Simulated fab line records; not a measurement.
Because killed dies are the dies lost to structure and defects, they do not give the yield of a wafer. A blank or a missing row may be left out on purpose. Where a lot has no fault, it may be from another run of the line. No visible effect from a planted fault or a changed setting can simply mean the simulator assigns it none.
fab line records :: flow sky130
record
  lots=6
  wafers=18
  last-day=50
route steps=708 shown SD_P@324 RES_XHIGH@332 SD_N@342
lots with no fault: from the same line, run without faults
start-h: start of the lot's first displayed wafer, in hours after the record's first day :: wait-h: time in hours since the lot's previous step :: " as in the row above :: L1.1+2: one row covering several wafers at once :: - no value present, or no start provided :: * or withheld: withheld :: < > ~ a bound
route shown NAME@n: NAME is a module with steps in the file, n the number in the route of the first one :: usual: the fault-free wafers' mean and standard deviation :: same: alike in all rows :: chamber/n: place in a boat :: sites: each site's reading :: _std_site: the values' standard deviation :: _edge_site: inner sites' mean taken away from outer sites' mean :: radius-mm: how far each site lies from the wafer's centre :: mask NAME#n: copy n :: behind: tool/chamber where the wafer was last shaped :: hold: why the lot was held/for how many hours/how that ended :: device: the transistor (n, p or np) that didn't switch :: end of line: tests run on the same wafers once the route is complete :: a step without rows: its recipe alone :: killed: at the first sort, the dies lost to defects and structure; wafer yield is something else :: map: per-die view of a wafer (x killed, . not killed, _ where there is no die)
set.NAME: the setting that was run; set.NAME@STEP: the one run at that earlier step :: model.NAME: the simulator's own value behind a step, which no gauge read
a table for each step, a row for each wafer; lots at some steps of the route
services: a tool's chamber out of use, with start hour (start-h, from the record's first day; less than 0 if before it), hours out, and reason
## steps
# step SKY_SD_P_EXPOSE_04
# recipe
  mask-id=PSDM
  na=0.6
  source-shape=conventional
  sigma-outer=0.6
  polarization=unpolarized
  target-cd-nm=380
  dose-mj=138
# step SKY_SD_P_PEB_05
# recipe
  temp-c=withheld
  time-s=*
  resist=NOVOLAK
# step SKY_SD_P_DEVELOP_06
# recipe
  resist=NOVOLAK
  developer=TMAH
  develop-time-s=60
  dev-temp-c=23
# step SKY_SD_P_CD_MEAS_07
# recipe
  target-cd-nm=380
# usual
  cd-nm=379.7/2.2
lot.wafer: L630.2
tool: cd-sem-02
chamber: -
start-h: 632.99
wait-h: 0.1
cd-nm: 377.2

lot.wafer: L630.4
tool: cd-sem-02
chamber: -
start-h: 632.99
wait-h: 0.1
cd-nm: 375.7

lot.wafer: L630.6
tool: cd-sem-02
chamber: -
start-h: 632.99
wait-h: 0.1
cd-nm: 377.2

lot.wafer: L631.1
tool: cd-sem-01
chamber: -
start-h: 642.31
wait-h: 0.1
cd-nm: 382.1

lot.wafer: L631.2
tool: cd-sem-01
chamber: -
start-h: 642.31
wait-h: 0.1
cd-nm: 380.6

lot.wafer: L631.3
tool: cd-sem-01
chamber: -
start-h: 642.31
wait-h: 0.1
cd-nm: 382.7

lot.wafer: L640.1
tool: cd-sem-02
chamber: -
start-h: 733.81
wait-h: 0.1
cd-nm: 376.3

lot.wafer: L640.4
tool: cd-sem-02
chamber: -
start-h: 733.81
wait-h: 0.1
cd-nm: 378.8

lot.wafer: L640.6
tool: cd-sem-02
chamber: -
start-h: 733.81
wait-h: 0.1
cd-nm: 377.9

lot.wafer: L641.2
tool: cd-sem-01
chamber: -
start-h: 757.53
wait-h: 0.1
cd-nm: 382.9

lot.wafer: L641.4
tool: cd-sem-01
chamber: -
start-h: 757.53
wait-h: 0.1
cd-nm: 379.2

lot.wafer: L641.6
tool: cd-sem-01
chamber: -
start-h: 757.53
wait-h: 0.1
cd-nm: 380.0

lot.wafer: L644.1
tool: cd-sem-02
chamber: -
start-h: 757.54
wait-h: 0.1
cd-nm: 381.0

lot.wafer: L644.2
tool: cd-sem-02
chamber: -
start-h: 757.54
wait-h: 0.1
cd-nm: 381.3

lot.wafer: L644.4
tool: cd-sem-02
chamber: -
start-h: 757.54
wait-h: 0.1
cd-nm: 375.9

lot.wafer: L647.2
tool: cd-sem-01
chamber: -
start-h: 772.23
wait-h: 0.1
cd-nm: 382.1

lot.wafer: L647.3
tool: cd-sem-01
chamber: -
start-h: 772.23
wait-h: 0.1
cd-nm: 383.2

lot.wafer: L647.6
tool: cd-sem-01
chamber: -
start-h: 772.23
wait-h: 0.1
cd-nm: 380.6
# step SKY_SD_P_OVL_MEAS_08
# usual
  SD_P_OVL=1.3/1.2
lot.wafer: L630.2
tool: overlay-01
chamber: -
start-h: 633.10
wait-h: 0.1
SD_P_OVL[nm]: 0.0

lot.wafer: L630.4
tool: overlay-01
chamber: -
start-h: 633.10
wait-h: 0.1
SD_P_OVL[nm]: -0.6

lot.wafer: L630.6
tool: overlay-01
chamber: -
start-h: 633.10
wait-h: 0.1
SD_P_OVL[nm]: 1.4

lot.wafer: L631.1
tool: overlay-01
chamber: -
start-h: 642.43
wait-h: 0.1
SD_P_OVL[nm]: 3.7

lot.wafer: L631.2
tool: overlay-01
chamber: -
start-h: 642.43
wait-h: 0.1
SD_P_OVL[nm]: 2.4

lot.wafer: L631.3
tool: overlay-01
chamber: -
start-h: 642.43
wait-h: 0.1
SD_P_OVL[nm]: 3.5

lot.wafer: L640.1
tool: overlay-01
chamber: -
start-h: 733.93
wait-h: 0.1
SD_P_OVL[nm]: 1.5

lot.wafer: L640.4
tool: overlay-01
chamber: -
start-h: 733.93
wait-h: 0.1
SD_P_OVL[nm]: 2.4

lot.wafer: L640.6
tool: overlay-01
chamber: -
start-h: 733.93
wait-h: 0.1
SD_P_OVL[nm]: 0.9

lot.wafer: L641.2
tool: overlay-02
chamber: -
start-h: 757.63
wait-h: 0.1
SD_P_OVL[nm]: 3.6

lot.wafer: L641.4
tool: overlay-02
chamber: -
start-h: 757.63
wait-h: 0.1
SD_P_OVL[nm]: 2.2

lot.wafer: L641.6
tool: overlay-02
chamber: -
start-h: 757.63
wait-h: 0.1
SD_P_OVL[nm]: 2.1

lot.wafer: L644.1
tool: overlay-01
chamber: -
start-h: 757.66
wait-h: 0.1
SD_P_OVL[nm]: 1.8

lot.wafer: L644.2
tool: overlay-01
chamber: -
start-h: 757.66
wait-h: 0.1
SD_P_OVL[nm]: 0.4

lot.wafer: L644.4
tool: overlay-01
chamber: -
start-h: 757.66
wait-h: 0.1
SD_P_OVL[nm]: 1.9

lot.wafer: L647.2
tool: overlay-02
chamber: -
start-h: 772.33
wait-h: 0.1
SD_P_OVL[nm]: -0.3

lot.wafer: L647.3
tool: overlay-02
chamber: -
start-h: 772.33
wait-h: 0.1
SD_P_OVL[nm]: -0.1

lot.wafer: L647.6
tool: overlay-02
chamber: -
start-h: 772.33
wait-h: 0.1
SD_P_OVL[nm]: 0.8
# step SKY_SD_P_IMPLANT_09
# recipe
  species=BF2
  energy-kev=20
  dose-cm2=3e+15
  tilt-deg=0
# step SKY_SD_P_STRIP_10
# recipe
  chemistry=O2/N2
  power-w=1400
  pressure-mtorr=1500
  platen-temp-c=withheld
  o2-flow-sccm=3000
  n2-flow-sccm=300
  overash-fraction=0.5
# usual
  drypump-motor-current-A=5.7/0.52
  oes-product-au=0.616/0.0043
  strip-time-to-endpoint-s=17.48/0.044
lot.wafer: L630.2
tool: plasma-asher-03
chamber: 0
start-h: 633.28
wait-h: 0.1
drypump-motor-current-A: 6.2
oes-product-au: 0.624
rf-hours-counter-h: 47
strip-time-to-endpoint-s: 17.52

lot.wafer: L630.4
tool: plasma-asher-03
chamber: 0
start-h: 633.28
wait-h: 0.1
drypump-motor-current-A: 6.2
oes-product-au: 0.617
rf-hours-counter-h: -
strip-time-to-endpoint-s: 17.50

lot.wafer: L630.6
tool: plasma-asher-03
chamber: 0
start-h: 633.28
wait-h: 0.1
drypump-motor-current-A: 6.2
oes-product-au: 0.619
rf-hours-counter-h: -
strip-time-to-endpoint-s: 17.51

lot.wafer: L631.1
tool: plasma-asher-03
chamber: 1
start-h: 642.61
wait-h: 0.1
drypump-motor-current-A: 5.3
oes-product-au: 0.615
rf-hours-counter-h: 48
strip-time-to-endpoint-s: 17.49

lot.wafer: L631.2
tool: plasma-asher-03
chamber: 0
start-h: 642.61
wait-h: 0.1
drypump-motor-current-A: 6.2
oes-product-au: 0.621
rf-hours-counter-h: 48
strip-time-to-endpoint-s: 17.62

lot.wafer: L631.3
tool: plasma-asher-03
chamber: 1
start-h: 642.61
wait-h: 0.1
drypump-motor-current-A: 5.3
oes-product-au: 0.615
rf-hours-counter-h: -
strip-time-to-endpoint-s: 17.53

lot.wafer: L640.1
tool: plasma-asher-03
chamber: 1
start-h: 734.11
wait-h: 0.1
drypump-motor-current-A: 5.3
oes-product-au: 0.618
rf-hours-counter-h: 57
strip-time-to-endpoint-s: 17.51

lot.wafer: L640.4
tool: plasma-asher-03
chamber: 1
start-h: 734.11
wait-h: 0.1
drypump-motor-current-A: 5.3
oes-product-au: 0.617
rf-hours-counter-h: -
strip-time-to-endpoint-s: 17.52

lot.wafer: L640.6
tool: plasma-asher-03
chamber: 0
start-h: 734.11
wait-h: 0.1
drypump-motor-current-A: 6.2
oes-product-au: 0.617
rf-hours-counter-h: -
strip-time-to-endpoint-s: 17.53

lot.wafer: L641.2
tool: plasma-asher-01
chamber: 0
start-h: 757.81
wait-h: 0.1
drypump-motor-current-A: 6.3
oes-product-au: 0.624
rf-hours-counter-h: 1
strip-time-to-endpoint-s: 17.54

lot.wafer: L641.4
tool: plasma-asher-01
chamber: 1
start-h: 757.81
wait-h: 0.1
drypump-motor-current-A: 4.8
oes-product-au: 0.610
rf-hours-counter-h: -
strip-time-to-endpoint-s: 17.50

lot.wafer: L641.6
tool: plasma-asher-01
chamber: 1
start-h: 757.81
wait-h: 0.1
drypump-motor-current-A: 4.8
oes-product-au: 0.616
rf-hours-counter-h: -
strip-time-to-endpoint-s: 17.53

lot.wafer: L644.1
tool: plasma-asher-04
chamber: 1
start-h: 757.85
wait-h: 0.1
drypump-motor-current-A: 5.4
oes-product-au: 0.619
rf-hours-counter-h: 34
strip-time-to-endpoint-s: 17.49

lot.wafer: L644.2
tool: plasma-asher-04
chamber: 0
start-h: 757.85
wait-h: 0.1
drypump-motor-current-A: 6.0
oes-product-au: 0.618
rf-hours-counter-h: 34
strip-time-to-endpoint-s: 17.45

lot.wafer: L644.4
tool: plasma-asher-04
chamber: 1
start-h: 757.85
wait-h: 0.1
drypump-motor-current-A: 5.4
oes-product-au: 0.615
rf-hours-counter-h: -
strip-time-to-endpoint-s: 17.52

lot.wafer: L647.2
tool: plasma-asher-03
chamber: 0
start-h: 772.51
wait-h: 0.1
drypump-motor-current-A: 6.2
oes-product-au: 0.611
rf-hours-counter-h: 61
strip-time-to-endpoint-s: 17.43

lot.wafer: L647.3
tool: plasma-asher-03
chamber: 1
start-h: 772.51
wait-h: 0.1
drypump-motor-current-A: 5.4
oes-product-au: 0.613
rf-hours-counter-h: -
strip-time-to-endpoint-s: 17.41

lot.wafer: L647.6
tool: plasma-asher-03
chamber: 1
start-h: 772.51
wait-h: 0.1
drypump-motor-current-A: 5.3
oes-product-au: 0.615
rf-hours-counter-h: -
strip-time-to-endpoint-s: 17.42
# step SKY_SD_P_TW_MEAS_11
# usual
  SD_P_TW=2817/20
lot.wafer: L630.2
tool: film-metro-03
chamber: -
start-h: 633.39
wait-h: 0.1
SD_P_TW: 2791

lot.wafer: L630.4
tool: film-metro-03
chamber: -
start-h: 633.39
wait-h: 0.1
SD_P_TW: 2782

lot.wafer: L630.6
tool: film-metro-03
chamber: -
start-h: 633.39
wait-h: 0.1
SD_P_TW: 2792

lot.wafer: L631.1
tool: film-metro-03
chamber: -
start-h: 642.71
wait-h: 0.1
SD_P_TW: 2792

lot.wafer: L631.2
tool: film-metro-03
chamber: -
start-h: 642.71
wait-h: 0.1
SD_P_TW: 2786

lot.wafer: L631.3
tool: film-metro-03
chamber: -
start-h: 642.71
wait-h: 0.1
SD_P_TW: 2783

lot.wafer: L640.1
tool: film-metro-03
chamber: -
start-h: 734.21
wait-h: 0.1
SD_P_TW: 2813

lot.wafer: L640.4
tool: film-metro-03
chamber: -
start-h: 734.21
wait-h: 0.1
SD_P_TW: 2807

lot.wafer: L640.6
tool: film-metro-03
chamber: -
start-h: 734.21
wait-h: 0.1
SD_P_TW: 2805

lot.wafer: L641.2
tool: film-metro-02
chamber: -
start-h: 757.92
wait-h: 0.1
SD_P_TW: 2822

lot.wafer: L641.4
tool: film-metro-02
chamber: -
start-h: 757.92
wait-h: 0.1
SD_P_TW: 2822

lot.wafer: L641.6
tool: film-metro-02
chamber: -
start-h: 757.92
wait-h: 0.1
SD_P_TW: 2806

lot.wafer: L644.1
tool: film-metro-03
chamber: -
start-h: 757.95
wait-h: 0.1
SD_P_TW: 2810

lot.wafer: L644.2
tool: film-metro-03
chamber: -
start-h: 757.95
wait-h: 0.1
SD_P_TW: 2786

lot.wafer: L644.4
tool: film-metro-03
chamber: -
start-h: 757.95
wait-h: 0.1
SD_P_TW: 2790

lot.wafer: L647.2
tool: film-metro-01
chamber: -
start-h: 772.62
wait-h: 0.1
SD_P_TW: 2848

lot.wafer: L647.3
tool: film-metro-01
chamber: -
start-h: 772.62
wait-h: 0.1
SD_P_TW: 2844

lot.wafer: L647.6
tool: film-metro-01
chamber: -
start-h: 772.62
wait-h: 0.1
SD_P_TW: 2860
# step SKY_RES_XHIGH_DEHYDRATE_00
# recipe
  temp-c=200
  time-s=60
# step SKY_RES_XHIGH_HMDS_01
# recipe
  prime-time-s=60
  prime-temp-c=120
# step SKY_RES_XHIGH_COAT_02
# recipe
  resist=NOVOLAK
  spin-rpm=3000
  resist-thk-nm=1140
# step SKY_RES_XHIGH_SOFTBAKE_03
# recipe
  temp-c=90
  time-s=60
  resist=NOVOLAK
# step SKY_RES_XHIGH_EXPOSE_04
# recipe
  mask-id=URPM
  na=0.6
  source-shape=conventional
  sigma-outer=0.6
  polarization=unpolarized
  target-cd-nm=1270
  dose-mj=140
# usual
  exposure-dose-mJ-cm2=140.03/0.14
  focus-offset-nm=-0.1/0.49
  stage-vel-mm-s=499.99/0.24
lot.wafer: L630.2
tool: iline-stepper-01
chamber: 0
start-h: 647.70
wait-h: -
mask: URPM#0
exposure-dose-mJ-cm2: 140.00
focus-offset-nm: 0.2
stage-vel-mm-s: 500.44

lot.wafer: L630.4
tool: iline-stepper-01
chamber: 0
start-h: 647.70
wait-h: -
mask: URPM#0
exposure-dose-mJ-cm2: 139.90
focus-offset-nm: -0.4
stage-vel-mm-s: 500.37

lot.wafer: L630.6
tool: iline-stepper-01
chamber: 0
start-h: 647.70
wait-h: -
mask: URPM#0
exposure-dose-mJ-cm2: 139.92
focus-offset-nm: -0.1
stage-vel-mm-s: 499.89

lot.wafer: L631.1
tool: iline-stepper-01
chamber: 0
start-h: 657.00
wait-h: -
mask: URPM#0
exposure-dose-mJ-cm2: 139.89
focus-offset-nm: -0.2
stage-vel-mm-s: 500.19

lot.wafer: L631.2
tool: iline-stepper-01
chamber: 0
start-h: 657.00
wait-h: -
mask: URPM#0
exposure-dose-mJ-cm2: 140.03
focus-offset-nm: 0.5
stage-vel-mm-s: 499.75

lot.wafer: L631.3
tool: iline-stepper-01
chamber: 0
start-h: 657.00
wait-h: -
mask: URPM#0
exposure-dose-mJ-cm2: 139.89
focus-offset-nm: -0.5
stage-vel-mm-s: 499.93

lot.wafer: L640.1
tool: iline-stepper-01
chamber: -
start-h: 747.87
wait-h: -
mask: URPM#0
exposure-dose-mJ-cm2: -
focus-offset-nm: -
stage-vel-mm-s: -

lot.wafer: L640.4
tool: iline-stepper-01
chamber: -
start-h: 747.87
wait-h: -
mask: URPM#0
exposure-dose-mJ-cm2: -
focus-offset-nm: -
stage-vel-mm-s: -

lot.wafer: L640.6
tool: iline-stepper-01
chamber: -
start-h: 747.87
wait-h: -
mask: URPM#0
exposure-dose-mJ-cm2: -
focus-offset-nm: -
stage-vel-mm-s: -

lot.wafer: L641.2
tool: iline-stepper-01
chamber: -
start-h: 771.71
wait-h: -
mask: URPM#0
exposure-dose-mJ-cm2: -
focus-offset-nm: -
stage-vel-mm-s: -

lot.wafer: L641.4
tool: iline-stepper-01
chamber: -
start-h: 771.71
wait-h: -
mask: URPM#0
exposure-dose-mJ-cm2: -
focus-offset-nm: -
stage-vel-mm-s: -

lot.wafer: L641.6
tool: iline-stepper-01
chamber: -
start-h: 771.71
wait-h: -
mask: URPM#0
exposure-dose-mJ-cm2: -
focus-offset-nm: -
stage-vel-mm-s: -

lot.wafer: L644.1
tool: iline-stepper-02
chamber: 0
start-h: 772.24
wait-h: -
mask: URPM#0
exposure-dose-mJ-cm2: 139.94
focus-offset-nm: 0.7
stage-vel-mm-s: 500.05

lot.wafer: L644.2
tool: iline-stepper-02
chamber: 0
start-h: 772.24
wait-h: -
mask: URPM#0
exposure-dose-mJ-cm2: 139.89
focus-offset-nm: 0.1
stage-vel-mm-s: 500.01

lot.wafer: L644.4
tool: iline-stepper-02
chamber: 0
start-h: 772.24
wait-h: -
mask: URPM#0
exposure-dose-mJ-cm2: 139.95
focus-offset-nm: 0.1
stage-vel-mm-s: 499.66

lot.wafer: L647.2
tool: iline-stepper-02
chamber: 0
start-h: 785.69
wait-h: -
mask: URPM#0
exposure-dose-mJ-cm2: 140.18
focus-offset-nm: 0.4
stage-vel-mm-s: 500.15

lot.wafer: L647.3
tool: iline-stepper-02
chamber: 0
start-h: 785.69
wait-h: -
mask: URPM#0
exposure-dose-mJ-cm2: 139.97
focus-offset-nm: 1.3
stage-vel-mm-s: 500.12

lot.wafer: L647.6
tool: iline-stepper-02
chamber: 0
start-h: 785.69
wait-h: -
mask: URPM#0
exposure-dose-mJ-cm2: 139.80
focus-offset-nm: 0.2
stage-vel-mm-s: 500.25
# step SKY_RES_XHIGH_PEB_05
# recipe
  temp-c=withheld
  time-s=*
  resist=NOVOLAK
# step SKY_RES_XHIGH_DEVELOP_06
# recipe
  resist=NOVOLAK
  developer=TMAH
  develop-time-s=60
  dev-temp-c=23
# step SKY_RES_XHIGH_IMPLANT_07
# recipe
  species=BF2
  energy-kev=20
  dose-cm2=3.6e+14
  tilt-deg=0
# step SKY_RES_XHIGH_STRIP_08
# recipe
  chemistry=O2/N2
  power-w=1400
  pressure-mtorr=1500
  platen-temp-c=withheld
  o2-flow-sccm=3000
  n2-flow-sccm=300
  overash-fraction=0.5
# usual
  drypump-motor-current-A=5.8/0.46
  oes-product-au=0.711/0.0048
  strip-time-to-endpoint-s=14.27/0.044
lot.wafer: L630.2
tool: plasma-asher-04
chamber: 1
start-h: 661.62
wait-h: 0.1
drypump-motor-current-A: 5.3
oes-product-au: 0.721
rf-hours-counter-h: 25
strip-time-to-endpoint-s: 14.27

lot.wafer: L630.4
tool: plasma-asher-04
chamber: 1
start-h: 661.62
wait-h: 0.1
drypump-motor-current-A: 5.3
oes-product-au: 0.715
rf-hours-counter-h: -
strip-time-to-endpoint-s: 14.25

lot.wafer: L630.6
tool: plasma-asher-04
chamber: 1
start-h: 661.62
wait-h: 0.1
drypump-motor-current-A: 5.4
oes-product-au: 0.710
rf-hours-counter-h: -
strip-time-to-endpoint-s: 14.20

lot.wafer: L631.1
tool: plasma-asher-02
chamber: 1
start-h: 670.97
wait-h: 0.1
drypump-motor-current-A: 5.6
oes-product-au: 0.715
rf-hours-counter-h: 87
strip-time-to-endpoint-s: 14.31

lot.wafer: L631.2
tool: plasma-asher-02
chamber: 0
start-h: 670.97
wait-h: 0.1
drypump-motor-current-A: 6.2
oes-product-au: 0.713
rf-hours-counter-h: 87
strip-time-to-endpoint-s: 14.28

lot.wafer: L631.3
tool: plasma-asher-02
chamber: 1
start-h: 670.97
wait-h: 0.1
drypump-motor-current-A: 5.6
oes-product-au: 0.710
rf-hours-counter-h: -
strip-time-to-endpoint-s: 14.26

lot.wafer: L640.1
tool: plasma-asher-04
chamber: 0
start-h: 761.29
wait-h: 0.1
drypump-motor-current-A: 6.0
oes-product-au: 0.713
rf-hours-counter-h: 34
strip-time-to-endpoint-s: 14.29

lot.wafer: L640.4
tool: plasma-asher-04
chamber: 1
start-h: 761.29
wait-h: 0.1
drypump-motor-current-A: 5.4
oes-product-au: 0.715
rf-hours-counter-h: -
strip-time-to-endpoint-s: 14.30

lot.wafer: L640.6
tool: plasma-asher-04
chamber: 1
start-h: 761.29
wait-h: 0.1
drypump-motor-current-A: 5.4
oes-product-au: 0.712
rf-hours-counter-h: -
strip-time-to-endpoint-s: 14.30

lot.wafer: L641.2
tool: plasma-asher-02
chamber: 0
start-h: 784.42
wait-h: 0.1
drypump-motor-current-A: 6.2
oes-product-au: 0.711
rf-hours-counter-h: 98
strip-time-to-endpoint-s: 14.33

lot.wafer: L641.4
tool: plasma-asher-02
chamber: 0
start-h: 784.42
wait-h: 0.1
drypump-motor-current-A: 6.2
oes-product-au: 0.696
rf-hours-counter-h: -
strip-time-to-endpoint-s: 14.34

lot.wafer: L641.6
tool: plasma-asher-02
chamber: 1
start-h: 784.42
wait-h: 0.1
drypump-motor-current-A: 5.6
oes-product-au: 0.708
rf-hours-counter-h: -
strip-time-to-endpoint-s: 14.38

lot.wafer: L644.1
tool: plasma-asher-01
chamber: 1
start-h: 784.59
wait-h: 0.1
drypump-motor-current-A: 4.8
oes-product-au: 0.716
rf-hours-counter-h: 4
strip-time-to-endpoint-s: 14.19

lot.wafer: L644.2
tool: plasma-asher-01
chamber: 0
start-h: 784.59
wait-h: 0.1
drypump-motor-current-A: 6.3
oes-product-au: 0.712
rf-hours-counter-h: 4
strip-time-to-endpoint-s: 14.22

lot.wafer: L644.4
tool: plasma-asher-01
chamber: 1
start-h: 784.59
wait-h: 0.1
drypump-motor-current-A: 4.8
oes-product-au: 0.709
rf-hours-counter-h: -
strip-time-to-endpoint-s: 14.17

lot.wafer: L647.2
tool: plasma-asher-02
chamber: 0
start-h: 798.99
wait-h: 0.1
drypump-motor-current-A: 6.2
oes-product-au: 0.707
rf-hours-counter-h: 100
strip-time-to-endpoint-s: 14.30

lot.wafer: L647.3
tool: plasma-asher-02
chamber: 0
start-h: 798.99
wait-h: 0.1
drypump-motor-current-A: 6.2
oes-product-au: 0.711
rf-hours-counter-h: -
strip-time-to-endpoint-s: 14.27

lot.wafer: L647.6
tool: plasma-asher-02
chamber: 1
start-h: 798.99
wait-h: 0.1
drypump-motor-current-A: 5.6
oes-product-au: 0.708
rf-hours-counter-h: -
strip-time-to-endpoint-s: 14.34
# step SKY_RES_XHIGH_TW_MEAS_09
# usual
  RES_XHIGH_TW=1632/12
lot.wafer: L630.2
tool: film-metro-01
chamber: -
start-h: 661.73
wait-h: 0.1
RES_XHIGH_TW: 1655

lot.wafer: L630.4
tool: film-metro-01
chamber: -
start-h: 661.73
wait-h: 0.1
RES_XHIGH_TW: 1652

lot.wafer: L630.6
tool: film-metro-01
chamber: -
start-h: 661.73
wait-h: 0.1
RES_XHIGH_TW: 1661

lot.wafer: L631.1
tool: film-metro-03
chamber: -
start-h: 671.07
wait-h: 0.1
RES_XHIGH_TW: 1609

lot.wafer: L631.2
tool: film-metro-03
chamber: -
start-h: 671.07
wait-h: 0.1
RES_XHIGH_TW: 1616

lot.wafer: L631.3
tool: film-metro-03
chamber: -
start-h: 671.07
wait-h: 0.1
RES_XHIGH_TW: 1620

lot.wafer: L640.1
tool: film-metro-02
chamber: -
start-h: 761.39
wait-h: 0.1
RES_XHIGH_TW: 30

lot.wafer: L640.4
tool: film-metro-02
chamber: -
start-h: 761.39
wait-h: 0.1
RES_XHIGH_TW: 30

lot.wafer: L640.6
tool: film-metro-02
chamber: -
start-h: 761.39
wait-h: 0.1
RES_XHIGH_TW: 30

lot.wafer: L641.2
tool: film-metro-02
chamber: -
start-h: 784.53
wait-h: 0.1
RES_XHIGH_TW: 30

lot.wafer: L641.4
tool: film-metro-02
chamber: -
start-h: 784.53
wait-h: 0.1
RES_XHIGH_TW: 30

lot.wafer: L641.6
tool: film-metro-02
chamber: -
start-h: 784.53
wait-h: 0.1
RES_XHIGH_TW: 30

lot.wafer: L644.1
tool: film-metro-01
chamber: -
start-h: 784.69
wait-h: 0.1
RES_XHIGH_TW: 1655

lot.wafer: L644.2
tool: film-metro-01
chamber: -
start-h: 784.69
wait-h: 0.1
RES_XHIGH_TW: 1649

lot.wafer: L644.4
tool: film-metro-01
chamber: -
start-h: 784.69
wait-h: 0.1
RES_XHIGH_TW: 1646

lot.wafer: L647.2
tool: film-metro-03
chamber: -
start-h: 799.10
wait-h: 0.1
RES_XHIGH_TW: 1632

lot.wafer: L647.3
tool: film-metro-03
chamber: -
start-h: 799.10
wait-h: 0.1
RES_XHIGH_TW: 1627

lot.wafer: L647.6
tool: film-metro-03
chamber: -
start-h: 799.10
wait-h: 0.1
RES_XHIGH_TW: 1629
# step SKY_SD_N_DEHYDRATE_00
# recipe
  temp-c=200
  time-s=60
## services
tool: plasma-asher-01
chamber: -
start-h: 614.11
hours: 7.3
kind: repair

tool: plasma-asher-04
chamber: -
start-h: 616.78
hours: 2.7
kind: repair

tool: plasma-asher-02
chamber: -
start-h: 618.78
hours: 1.1
kind: repair

tool: iline-stepper-02
chamber: -
start-h: 656.21
hours: 1.4
kind: repair

tool: iline-stepper-02
chamber: -
start-h: 669.83
hours: 1.7
kind: pm

tool: plasma-asher-04
chamber: -
start-h: 674.46
hours: 8.6
kind: repair

tool: iline-stepper-02
chamber: -
start-h: 718.34
hours: 2.1
kind: repair

tool: iline-stepper-02
chamber: -
start-h: 728.79
hours: 2.6
kind: repair

tool: plasma-asher-01
chamber: -
start-h: 733.75
hours: 9.0
kind: pm

tool: plasma-asher-01
chamber: 0
start-h: 733.75
hours: 9.0
kind: vent-cycle

tool: plasma-asher-01
chamber: 1
start-h: 733.75
hours: 9.0
kind: vent-cycle

tool: plasma-asher-01
chamber: 0
start-h: 742.75
hours: -
kind: clean

tool: plasma-asher-01
chamber: 1
start-h: 742.75
hours: -
kind: clean

tool: plasma-asher-01
chamber: -
start-h: 746.86
hours: 4.0
kind: repair

tool: iline-stepper-02
chamber: -
start-h: 762.92
hours: 8.6
kind: repair

tool: plasma-asher-02
chamber: -
start-h: 781.52
hours: 1.0
kind: repair

tool: iline-stepper-01
chamber: -
start-h: 788.89
hours: 1.7
kind: pm

tool: plasma-asher-03
chamber: -
start-h: 790.02
hours: 0.8
kind: repair
## key
first-sign
  step=SKY_RES_XHIGH_EXPOSE_04
  reading=tool-record
  direction=missing
effect
  step=SKY_RES_XHIGH_TW_MEAS_09
  reading=RES_XHIGH_TW
  direction=down
  sigmas=99+
  usual=1632
  struck=30
met-at SKY_RES_XHIGH_EXPOSE_04
struck-wafers L640.1,L640.4,L640.6,L641.2,L641.4,L641.6
sort-left-out L640.1,L640.4,L640.6,L641.2,L641.4,L641.6
tester-left-out L640,L641
onset-between 657.00 747.87
fault
  kind=skipped-step-whole
  tool=iline-stepper-01
  chamber=-
  onset-h=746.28
  steps=SKY_RES_XHIGH_EXPOSE_04
  scope=struck-lots-only
# tester-left-out: of these lots the tester's yield and bins aren't shown, on N5 and GAA mostly nor the transistor test; their killed dies are dies lost to structure and defects alone, not to doping, threshold or leakage, so they don't give the yield
# sort-left-out: the simulated sort isn't trusted on such a fault, so these wafers' sort isn't shown, and their yield isn't known
